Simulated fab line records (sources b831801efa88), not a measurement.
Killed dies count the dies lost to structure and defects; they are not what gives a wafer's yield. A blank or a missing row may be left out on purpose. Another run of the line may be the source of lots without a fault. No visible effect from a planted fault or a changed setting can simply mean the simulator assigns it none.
Chamber matching || flow sky130 || SKY_LI_CONTACT_ETCH_15 on rieDiel-04 has 4 sister chambers
The step etches PSG in C4F8/O2/Ar, stops on Si, target depth 600 nm. 4 wafers are shown with their chamber, then 9 later ones without.

== WAFERS PAIRED WITH THEIR CHAMBERS ==
{"wafer": "L090.1", "chamber": 2, "oesProductAu (a.u.)": 0.834}
{"wafer": "L090.3", "chamber": 3, "oesProductAu (a.u.)": 0.827}
{"wafer": "L090.5", "chamber": 1, "oesProductAu (a.u.)": 0.834}
{"wafer": "L090.6", "chamber": 0, "oesProductAu (a.u.)": 0.835}

== WAFERS WITHOUT THEIR CHAMBER ==
{"wafer": "L094.1", "oesProductAu (a.u.)": 0.833}
{"wafer": "L094.2", "oesProductAu (a.u.)": 0.843}
{"wafer": "L094.3", "oesProductAu (a.u.)": 0.839}
{"wafer": "L094.4", "oesProductAu (a.u.)": 0.843}
{"wafer": "L094.5", "oesProductAu (a.u.)": 0.838}
{"wafer": "L094.6", "oesProductAu (a.u.)": 0.844}
{"wafer": "L097.2", "oesProductAu (a.u.)": 0.834}
{"wafer": "L097.5", "oesProductAu (a.u.)": 0.834}
{"wafer": "L097.6", "oesProductAu (a.u.)": 0.836}

== WHICH CHAMBER EACH ONE RAN IN ==
{"wafer": "L094.1", "from the rows above": "can't be placed: 1 or 2 or 0 or 3", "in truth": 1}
{"wafer": "L094.2", "from the rows above": "can't be placed: 0 or 1 or 2 or 3", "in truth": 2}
{"wafer": "L094.3", "from the rows above": "can't be placed: 0 or 1 or 2 or 3", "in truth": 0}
{"wafer": "L094.4", "from the rows above": "can't be placed: 0 or 1 or 2 or 3", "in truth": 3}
{"wafer": "L094.5", "from the rows above": "can't be placed: 0 or 1 or 2 or 3", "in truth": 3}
{"wafer": "L094.6", "from the rows above": "can't be placed: 0 or 1 or 2 or 3", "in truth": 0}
{"wafer": "L097.2", "from the rows above": "can't be placed: 1 or 2 or 0 or 3", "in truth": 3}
{"wafer": "L097.5", "from the rows above": "can't be placed: 1 or 2 or 0 or 3", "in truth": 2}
{"wafer": "L097.6", "from the rows above": "can't be placed: 0 or 1 or 2 or 3", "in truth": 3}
Placed correctly: 0 of 9. Can't be placed from these rows: 9 (the true chamber is among the candidates in 9). Placed wrongly: 0.
How it was worked out, from the rows above alone: a wafer's distance from a chamber is the root of the sum, over the readings, of the square of ((its reading less the chamber's mean) divided by the reading's scatter). If the next closest chamber is less than 2 further off than the closest, the wafer can't be placed; otherwise it belongs to the closest. The mean given for a chamber averages the wafers shown for that chamber. The scatter: with one shown wafer a chamber, the root of the mean of the squares of how far each hidden wafer lies from its nearest shown one.
